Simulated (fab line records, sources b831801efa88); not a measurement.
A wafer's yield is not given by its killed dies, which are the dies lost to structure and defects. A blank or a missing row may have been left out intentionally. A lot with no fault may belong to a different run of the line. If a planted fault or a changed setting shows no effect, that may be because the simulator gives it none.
Which tool is to blame?    flow gf180mcu    12 lots, 36 wafers sampled, at 3 steps of a route of 602

## WHAT EACH GAUGE READ, for each wafer
GF_CONTACT_CD_MEAS_14: the cd target is 220 nm. Usual: cd-nm reads 220.1 nm (standard deviation 1.4).
lot   measured      on         cd-nm (nm)         flag
L492  day 15 22:56  cd-sem-01  220.0 220.8 220.5  
L493  day 16 07:04  cd-sem-01  219.0 220.9 218.6  
L494  day 16 14:22  cd-sem-01  219.7 221.6 221.5  
L498  day 18 06:41  cd-sem-01  221.6 220.3 220.3  
L499  day 18 18:50  cd-sem-01  221.1 220.1 220.2  
L506  day 21 12:43  cd-sem-02  222.4 221.0 221.0  
L507  day 22 01:54  cd-sem-02  218.7 222.1 221.7  
L509  day 22 07:03  cd-sem-02  221.6 221.4 220.4  
L510  day 22 17:02  cd-sem-02  219.2 218.7 219.0  
L512  day 23 13:38  cd-sem-01  219.7 221.0 220.3  
L514  day 23 20:21  cd-sem-02  219.1 218.2 219.8  
L515  day 24 05:03  cd-sem-02  219.4 219.5 220.5  

## TOOL THAT RAN EACH LOT (tool first, then ch and the chambers of the sampled wafers, then the start)
lot   GF_STI_ETCH_13                     GF_STI_STRIP_15
L492  rie-diel-02 ch 0,2,3, day 2 02:07  plasma-asher-04 ch 0,1, day 2 02:16
L493  rie-diel-03 ch 0,2,3, day 2 06:58  plasma-asher-03 ch 0,1, day 2 07:13
L494  rie-diel-02 ch 1,2, day 2 12:07    plasma-asher-03 ch 0, day 2 12:16
L498  rie-diel-03 ch 1,2,3, day 3 08:16  plasma-asher-03 ch 0,1, day 3 08:25
L499  rie-diel-03 ch 2,3, day 3 14:22    plasma-asher-02 ch 0,1, day 3 14:31
L506  rie-diel-04 ch 1,2,3, day 5 05:59  plasma-asher-03 ch 0,1, day 5 06:08
L507  rie-diel-02 ch 0,3, day 5 11:52    plasma-asher-03 ch 0,1, day 5 12:01
L509  rie-diel-02 ch 2,3, day 5 19:38    plasma-asher-03 ch 1, day 5 19:47
L510  rie-diel-02 ch 0,3, day 5 22:29    plasma-asher-02 ch 0,1, day 5 22:38
L512  rie-diel-02 ch 0,3, day 6 11:14    plasma-asher-03 ch 1, day 6 11:23
L514  rie-diel-03 ch 2,3, day 6 18:29    plasma-asher-04 ch 0,1, day 6 18:38
L515  rie-diel-04 ch 0,1,2, day 6 23:44  plasma-asher-04 ch 0,1, day 6 23:53
- GF_STI_ETCH_13: etches the open film in CHF3/O2, stops on Si, target depth 282.31 nm, time 112.9 s.
- GF_STI_STRIP_15: strips in O2/N2.

## WHAT THE TOOLS THEMSELVES READ (means of the sampled wafers that have a number; where no wafer has one, the mark that the record gives instead)
GF_STI_ETCH_13. Usual: drypump-motor-current-A 5.6 A, standard deviation 0.45; oes-product-au 0.833 a.u., standard deviation 0.006; rf-fwd-power-W 596.9 W, standard deviation 1.9; throttle-valve-pct 8.810 %, standard deviation 0.0094.
lot   tool         drypump-motor-current-A (A)  oes-product-au (a.u.)  rf-fwd-power-W (W)  throttle-valve-pct (%)  flag
L492  rie-diel-02  5.5                          0.830                  597.2               8.808                   
L493  rie-diel-03  5.8                          0.836                  595.5               8.807                   
L494  rie-diel-02  6.0                          0.834                  596.1               8.807                   
L498  rie-diel-03  5.7                          0.823                  501.5               8.802                   OFF
L499  rie-diel-03  5.8                          0.834                  498.5               8.824                   OFF
L506  rie-diel-04  6.0                          0.833                  596.8               8.814                   
L507  rie-diel-02  5.1                          0.824                  595.8               8.816                   
L509  rie-diel-02  5.8                          0.838                  599.0               8.809                   
L510  rie-diel-02  5.1                          0.833                  594.5               8.802                   
L512  rie-diel-02  5.2                          0.835                  597.1               8.803                   
L514  rie-diel-03  5.7                          0.829                  594.9               8.802                   
L515  rie-diel-04  5.5                          0.833                  596.7               8.813                   

GF_STI_STRIP_15. Usual: drypump-motor-current-A 5.55 A, standard deviation 0.26; heater-power-w 372 W, standard deviation 46; oes-product-au 0.384 a.u., standard deviation 0.0047; strip-time-to-endpoint-s 3.74 s, standard deviation 0.041.
lot   tool             drypump-motor-current-A (A)  heater-power-w (W)  oes-product-au (a.u.)  strip-time-to-endpoint-s (s)  flag
L492  plasma-asher-04  5.27                         312                 0.386                  3.71                          
L493  plasma-asher-03  5.77                         345                 0.387                  3.79                          
L494  plasma-asher-03  5.86                         328                 0.388                  3.73                          
L498  plasma-asher-03  5.75                         348                 0.394                  3.95                          OFF
L499  plasma-asher-02  5.53                         425                 0.395                  3.94                          OFF
L506  plasma-asher-03  5.60                         357                 0.378                  3.68                          
L507  plasma-asher-03  5.64                         361                 0.383                  3.76                          
L509  plasma-asher-03  5.51                         371                 0.380                  3.71                          
L510  plasma-asher-02  5.51                         409                 0.384                  3.73                          
L512  plasma-asher-03  5.50                         368                 0.388                  3.76                          
L514  plasma-asher-04  5.28                         308                 0.384                  3.76                          
L515  plasma-asher-04  5.58                         316                 0.380                  3.73                          

## THE ANSWER, worked out from the rows above alone
Rule: take the mean of a lot's wafers that have a number; if it is more than 3 standard deviations from the usual mean, the lot is off. A lot without any number at a reading at which 4 lots or more have one is off too. Any other lot the step has rows for is counted as sound. After the gauges, taken in route order, come the tools' own readings; for these a lot's mean is taken, as printed above. The first step at which some lot is off is used, and at that step the reading that is off furthest; a lot without a number counts as furthest.
Off: L498, L499, at GF_STI_ETCH_13 (rf-fwd-power-W).
A tool fits if, at that step or a process step before it, it ran every lot that is off, and no sound lot after the first of them. No candidate that was tried fits.

## WHAT THE SIMULATOR PUT IN
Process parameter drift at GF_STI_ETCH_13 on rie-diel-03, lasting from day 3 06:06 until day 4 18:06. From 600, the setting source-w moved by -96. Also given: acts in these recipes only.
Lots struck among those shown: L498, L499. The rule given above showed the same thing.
